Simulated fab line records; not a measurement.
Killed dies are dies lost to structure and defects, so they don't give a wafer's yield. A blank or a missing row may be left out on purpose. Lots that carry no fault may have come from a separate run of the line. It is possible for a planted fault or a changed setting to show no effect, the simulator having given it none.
fab line records	flow sky130
[record] lots = 7	wafers = 21	last_day = 48
route steps=708 shown FIELD_ISO@11
lots that met no fault: taken from a fault-free run of the same line
start_h: hours from the record's first day to the start of the lot's first wafer shown	wait_h: hours since the lot's step before	" same as the row above	L1.1+2: a single row standing in for several wafers	- no value present, or no start provided	* or withheld: withheld	< > ~ a bound
route shown NAME@n: names a module that has steps shown in the file, with the first one's number in the route	usual: mean/standard deviation of fault-free wafers	same: alike in all rows	chamber/n: place in a boat	sites: readings site by site	_std_site: the values' standard deviation	_edge_site: the outer-site mean with the inner-site mean subtracted	radius_mm: how far each site lies from the wafer's centre	mask NAME#n: copy n	behind: the tool/chamber that last shaped the wafer	hold: what put the lot on hold/how long, in hours/how the hold closed	device: the n, p or np transistor that did not switch	end of line: at the end of the route, the tests of the same wafers	a step given without rows: its recipe and nothing more	killed: dies that structure and defects cost at the first sort, which is not the same as the wafer's yield	map: the dies of a wafer, with x for killed, . for not killed, _ for no die there
set.NAME: the setting the step ran with; set.NAME@STEP: the setting that earlier step ran with	model.NAME: the simulator's own value behind a step, which no gauge read
lots at selected steps of the route; one table per step, one row per wafer
services: when a tool's chamber went out of use (start_h, in hours from the record's first day, below 0 if earlier), for how many hours, and the reason
[[steps]]
[step SKY_FIELD_ISO_EXPOSE_10]
[recipe] mask_id = FOM	na = 0.68	source_shape = annular	sigma_inner = 0.4	sigma_outer = 0.8	target_cd_nm = 150	dose_mj = 28
[step SKY_FIELD_ISO_PEB_11]
[recipe] peb_temp_c = withheld	peb_time_s = withheld	resist = KrF-thick
[step SKY_FIELD_ISO_DEVELOP_12]
[recipe] develop_time_s = 60	resist = KrF-thick	dev_temp_c = 21
[step SKY_FIELD_ISO_CD_MEAS_13]
[recipe] target_cd_nm = 150
[usual] cd_nm = 150.0/1.8
lot.wafer	tool	chamber	start_h	wait_h	cd_nm
L924.1	cd_sem-02	-	44.30	-	149.3
L924.2	"	-	"	"	151.0
L924.6	"	-	"	"	150.7
L931.2	cd_sem-02	-	81.90	-	151.1
L931.4	"	-	"	"	151.4
L931.5	"	-	"	"	153.0
L932.1	cd_sem-01	-	86.78	-	149.5
L932.3	"	-	"	"	149.4
L932.4	"	-	"	"	150.4
L934.3	cd_sem-02	-	97.19	-	149.1
L934.4	"	-	"	"	150.3
L934.5	"	-	"	"	150.1
L942.3	cd_sem-01	-	138.07	-	150.9
L942.5	"	-	"	"	149.6
L942.6	"	-	"	"	148.0
L943.3	cd_sem-02	-	143.27	-	150.4
L943.5	"	-	"	"	150.4
L943.6	"	-	"	"	150.5
L944.1	cd_sem-01	-	147.53	-	145.9
L944.4	"	-	"	"	147.1
L944.6	"	-	"	"	147.6
[step SKY_FIELD_ISO_ETCH_14]
[recipe] chemistry = N2/H2	target = BARC	ion_energy_ev = 200	source_w = 500	bias_w = 100	pressure_mtorr = 30	n2_flow_sccm = 100	h2_flow_sccm = 200	stop_on = SiO2	time_s = 46.75	target_depth_a = 600
[usual] drypump_motor_current_A = 5.6/0.5	oes_product_au = 0.850/0.0048	throttle_valve_pct = 13.226/0.0094
lot.wafer	tool	chamber	start_h	wait_h	drypump_motor_current_A	oes_product_au	rf_hours_counter_h	throttle_valve_pct
L924.1	rie_diel-01	3	44.42	0.1	4.8	0.851	122	13.226
L924.2	"	0	"	"	6.2	0.845	144	13.228
L924.6	"	0	"	"	6.3	0.848	-	13.230
L931.2	rie_diel-04	3	82.00	0.1	5.9	0.850	114	13.211
L931.4	"	0	"	"	6.0	0.860	3	13.230
L931.5	"	0	"	"	5.9	0.855	-	13.217
L932.1	rie_diel-04	1	86.90	0.1	5.8	0.854	153	13.219
L932.3	"	3	"	"	5.9	0.853	114	13.221
L932.4	"	2	"	"	6.5	0.837	66	13.203
L934.3	rie_diel-01	1	97.27	0.1	5.2	0.855	105	13.222
L934.4	"	3	"	"	4.8	0.846	123	13.221
L934.5	"	2	"	"	5.5	0.842	-	13.223
L942.3	rie_diel-02	3	138.15	0.1	5.4	0.848	1	13.202
L942.5	"	1	"	"	5.5	0.856	-	13.238
L942.6	"	2	"	"	4.8	0.848	-	13.237
L943.3	rie_diel-01	0	143.35	0.1	6.2	0.846	146	13.232
L943.5	"	2	"	"	5.5	0.841	-	13.225
L943.6	"	1	"	"	5.2	0.848	-	13.220
L944.1	rie_diel-01	3	147.65	0.1	4.9	0.846	123	13.242
L944.4	"	1	"	"	5.2	0.846	106	13.226
L944.6	"	2	"	"	5.5	0.842	-	13.222
[step SKY_FIELD_ISO_ETCH_15]
[recipe] chemistry = CHF3/O2	target_depth_nm = 180	stop_on = Si	source_w = 600	bias_w = 200	pressure_mtorr = 40	chf3_flow_sccm = 50	O2_flow_sccm = 5	time_s = 72
[usual] drypump_motor_current_A = 5.6/0.49	oes_product_au = 0.943/0.0066	throttle_valve_pct = 8.843/0.0092
lot.wafer	tool	chamber	start_h	wait_h	drypump_motor_current_A	oes_product_au	rf_hours_counter_h	throttle_valve_pct
L924.1	rie_diel-01	3	44.46	0.0	4.8	0.943	122	8.826
L924.2	"	0	"	"	6.2	0.933	144	8.862
L924.6	"	0	"	"	6.3	0.930	-	8.835
L931.2	rie_diel-04	3	82.04	0.0	5.9	0.936	114	8.824
L931.4	"	0	"	"	6.0	0.936	3	8.851
L931.5	"	0	"	"	5.9	0.940	-	8.832
L932.1	rie_diel-04	1	86.94	0.0	5.8	0.941	153	8.835
L932.3	"	3	"	"	5.9	0.952	114	8.830
L932.4	"	2	"	"	6.5	0.944	66	8.850
L934.3	rie_diel-01	1	97.31	0.0	5.2	0.936	105	8.847
L934.4	"	3	"	"	4.8	0.940	123	8.868
L934.5	"	2	"	"	5.5	0.939	-	8.834
L942.3	rie_diel-02	3	138.19	0.0	5.4	0.939	1	8.818
L942.5	"	1	"	"	5.5	0.944	-	8.856
L942.6	"	2	"	"	4.8	0.944	-	8.847
L943.3	rie_diel-01	0	143.39	0.0	6.2	0.952	146	8.834
L943.5	"	2	"	"	5.5	0.947	-	8.852
L943.6	"	1	"	"	5.2	0.947	-	8.847
L944.1	rie_diel-01	3	147.69	0.0	4.8	0.936	123	8.836
L944.4	"	1	"	"	5.2	0.948	106	8.837
L944.6	"	2	"	"	5.4	0.941	-	8.846
[step SKY_FIELD_ISO_STRIP_16]
[recipe] chemistry = O2/N2	power_w = 1400	pressure_mtorr = 1500	platen_temp_c = withheld	o2_flow_sccm = 3000	n2_flow_sccm = 300	overash_fraction = 0.5
[usual] drypump_motor_current_A = 5.9/0.46	oes_product_au = 0.378/0.0056	strip_time_to_endpoint_s = 3.55/0.038
lot.wafer	tool	chamber	start_h	wait_h	drypump_motor_current_A	oes_product_au	rf_hours_counter_h	strip_time_to_endpoint_s
L924.1	plasma_asher-02	0	44.52	0.0	6.1	0.380	33	3.65
L924.2	"	1	"	"	6.5	0.391	33	3.54
L924.6	"	1	"	"	6.5	0.377	-	3.56
L931.2	plasma_asher-02	1	82.10	0.0	6.5	0.378	36	3.54
L931.4	"	0	"	"	6.0	0.377	-	3.54
L931.5	"	0	"	"	6.0	0.373	-	3.54
L932.1	plasma_asher-04	0	87.00	0.0	5.1	0.374	28	3.51
L932.3	"	1	"	"	6.3	0.378	-	3.51
L932.4	"	0	"	"	5.1	0.372	-	3.54
L934.3	plasma_asher-02	0	97.40	0.1	6.1	0.376	-	3.52
L934.4	"	1	"	"	6.5	0.384	-	3.66
L934.5	"	0	"	"	6.1	0.383	-	3.58
L942.3	plasma_asher-01	1	138.28	0.1	6.1	0.368	-	3.53
L942.5	"	1	"	"	6.1	0.373	-	3.53
L942.6	"	0	"	"	5.4	0.380	-	3.53
L943.3	plasma_asher-02	0	143.48	0.1	6.0	0.374	-	3.50
L943.5	"	0	"	"	6.0	0.373	-	3.53
L943.6	"	1	"	"	6.5	0.371	-	3.51
L944.1	plasma_asher-04	1	147.75	0.0	6.3	0.380	34	3.58
L944.4	"	0	"	"	5.1	0.368	-	3.51
L944.6	"	0	"	"	5.2	0.382	-	3.57
[step SKY_FIELD_ISO_ETCH_17]
[recipe] target_depth_a = 3420	mask_material = Si3N4	chemistry = HBr/Cl2/O2	target = Si	taper_deg = 5	icp_w = 600	bias_w = 150	pressure_mtorr = 15	HBr_flow_sccm = 150	Cl2_flow_sccm = 40	O2_flow_sccm = 6	time_s = 97.7
[usual] drypump_motor_current_A = 5.7/0.45	oes_product_au = 0.998/0.013	throttle_valve_pct = 25.657/0.012
lot.wafer	tool	chamber	start_h	wait_h	drypump_motor_current_A	oes_product_au	rf_hours_counter_h	throttle_valve_pct
L924.1	rie_si-01	2	44.62	0.1	5.3	1.002	2	25.646
L924.2	"	3	"	"	5.9	0.987	137	25.691
L924.6	"	0	"	"	5.5	1.008	-	25.658
L931.2	rie_si-01	2	82.20	0.1	5.3	0.994	2	25.663
L931.4	"	3	"	"	5.9	0.987	137	25.661
L931.5	"	0	"	"	5.6	1.002	-	25.667
L932.1	rie_si-01	1	87.10	0.1	6.4	1.017	1	25.639
L932.3	"	3	"	"	5.9	1.000	137	25.659
L932.4	"	2	"	"	5.3	0.997	2	25.678
L934.3	rie_si-01	1	97.47	0.0	6.4	1.018	2	25.646
L934.4	"	0	"	"	5.6	1.002	97	25.660
L934.5	"	2	"	"	5.3	0.992	-	25.666
L942.3	rie_si-02	0	138.35	0.0	5.3	0.974	3	25.678
L942.5	"	0	"	"	5.3	0.980	-	25.667
L942.6	"	3	"	"	6.2	1.015	-	25.664
L943.3	rie_si-01	1	143.55	0.0	6.4	0.999	2	25.638
L943.5	"	0	"	"	5.5	0.990	-	25.640
L943.6	"	1	"	"	6.3	1.009	-	25.645
L944.1	rie_si-01	1	147.85	0.1	6.4	1.010	2	25.641
L944.4	"	0	"	"	5.6	0.994	-	25.667
L944.6	"	1	"	"	6.3	1.010	-	25.645
[step SKY_FIELD_ISO_WET_ETCH_18]
[recipe] chemistry = H3PO4	target_depth_nm = 25	temp_c = 160	target = Si3N4	time_s = 286
[step SKY_FIELD_ISO_CLEAN_19]
[recipe] chemistry = SC1/SC2	mix = 1:4:20	temp_c = 70	time_s = 150
[step SKY_FIELD_ISO_CLEAN_20]
[recipe] chemistry = dHF	time_s = 20	dilution = 100:1
[step SKY_FIELD_ISO_WET_ETCH_21]
[recipe] chemistry = dHF	dilution = 100:1	target_depth_nm = 20	dry = ipa_marangoni	target = SiO2	temp_c = 25	time_s = 400
[step SKY_FIELD_ISO_OXIDATION_22]
[recipe] temp_c = 950	ambient = O2	stabilise_s = 600	purge_s = 300	target_thk_a = 100	ox_time_s = 623
[usual] ox_temp_c = 950.1/0.37	ox_temp_c_max = 954.3/1.4	spike_tc_bottom_C = 967.9/1.4	spike_tc_upper_C = 949.6/1.1	zone_power_lower_pct = 21.4/1.2
lot.wafer	tool	chamber	start_h	wait_h	ox_temp_c	ox_temp_c_max	spike_tc_bottom_C	spike_tc_upper_C	zone_power_lower_pct
L924.1	furnace-02	0	48.43	3.5	949.6	955.5	970.5	948.0	19.9
L924.2	"	0	"	"	949.3	954.7	967.6	950.8	20.0
L924.6	"	0	"	"	949.5	956.8	969.9	949.2	19.5
L931.2	furnace-01	0	82.55	0.0	950.2	953.9	968.2	951.3	22.0
L931.4	"	0	"	"	949.4	953.5	966.7	951.8	22.0
L931.5	"	0	"	"	950.5	954.1	968.0	951.5	22.1
L932.1	furnace-01	0	88.32	0.9	950.5	952.9	968.5	949.0	22.3
L932.3	"	0	"	"	950.2	955.3	966.8	949.6	22.3
L932.4	"	0	"	"	950.5	953.5	968.5	949.1	22.5
L934.3	furnace-02	0	99.82	2.0	950.2	957.2	967.8	947.9	19.7
L934.4	"	0	"	"	950.5	955.9	970.2	947.3	19.2
L934.5	"	0	"	"	950.4	957.1	971.1	949.2	19.5
L942.3	furnace-01	-	140.43	1.7	-	-	-	-	-
L942.5	"	-	"	"	-	-	-	-	-
L942.6	"	-	"	"	-	-	-	-	-
L943.3	furnace-01	-	144.46	0.6	-	-	-	-	-
L943.5	"	-	"	"	-	-	-	-	-
L943.6	"	-	"	"	-	-	-	-	-
L944.1	furnace-02	-	148.21	0.0	-	-	-	-	-
L944.4	"	-	"	"	-	-	-	-	-
L944.6	"	-	"	"	-	-	-	-	-
[[services]]
tool	chamber	start_h	hours	kind
furnace-01	-	25.41	13.2	pm
rie_si-01	1	37.09	6.9	repair
plasma_asher-02	-	49.31	3.9	repair
plasma_asher-02	-	51.32	2.6	repair
rie_si-02	2	80.34	-	clean
rie_si-02	2	80.34	15.4	scheduled_down
rie_si-02	2	80.34	15.4	vent_cycle
furnace-02	-	86.18	3.6	pm
rie_diel-02	3	91.39	-	clean
rie_diel-02	3	91.39	24.8	scheduled_down
rie_diel-02	3	91.39	24.8	vent_cycle
furnace-01	-	94.65	3.9	pm
plasma_asher-01	-	95.26	4.0	repair
rie_si-02	0	98.36	12.8	repair
furnace-01	-	98.50	3.9	pm
rie_diel-01	3	117.76	12.3	repair
rie_si-02	0	120.27	7.1	repair
furnace-02	-	131.63	3.2	pm
rie_si-01	3	134.10	-	clean
rie_si-01	3	134.10	17.8	scheduled_down
rie_si-01	3	134.10	17.8	vent_cycle
rie_diel-02	0	137.31	6.4	repair
[[key]]
[first_sign] step = SKY_FIELD_ISO_OXIDATION_22	reading = tool_record	direction = missing
effect none on later readings
met_at SKY_FIELD_ISO_OXIDATION_22
struck_wafers L942.3,L942.5,L942.6,L943.3,L943.5,L943.6,L944.1,L944.4,L944.6
later_rows_left_out L942.3,L942.5,L942.6,L943.3,L943.5,L943.6,L944.1,L944.4,L944.6
sort_left_out L942.3,L942.5,L942.6,L943.3,L943.5,L943.6,L944.1,L944.4,L944.6
tester_left_out L942,L943,L944
onset_between 99.82 140.43
[fault] kind = skipped_step_whole	tool = furnace-01,furnace-02	chamber = -	onset_h = 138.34	steps = SKY_FIELD_ISO_OXIDATION_22	scope = struck_lots_only
// tester_left_out: of these lots the tester's yield and bins aren't shown, on N5 and GAA mostly nor the transistor test; their killed dies are dies lost to structure and defects alone, not to doping, threshold or leakage, so they don't give the yield
// sort_left_out: the simulated sort isn't trusted on such a fault, so these wafers' sort isn't shown, and their yield isn't known
// later_rows_left_out: the simulator's readings of these wafers behind a module that went badly wrong aren't trusted and aren't shown, but for the sort
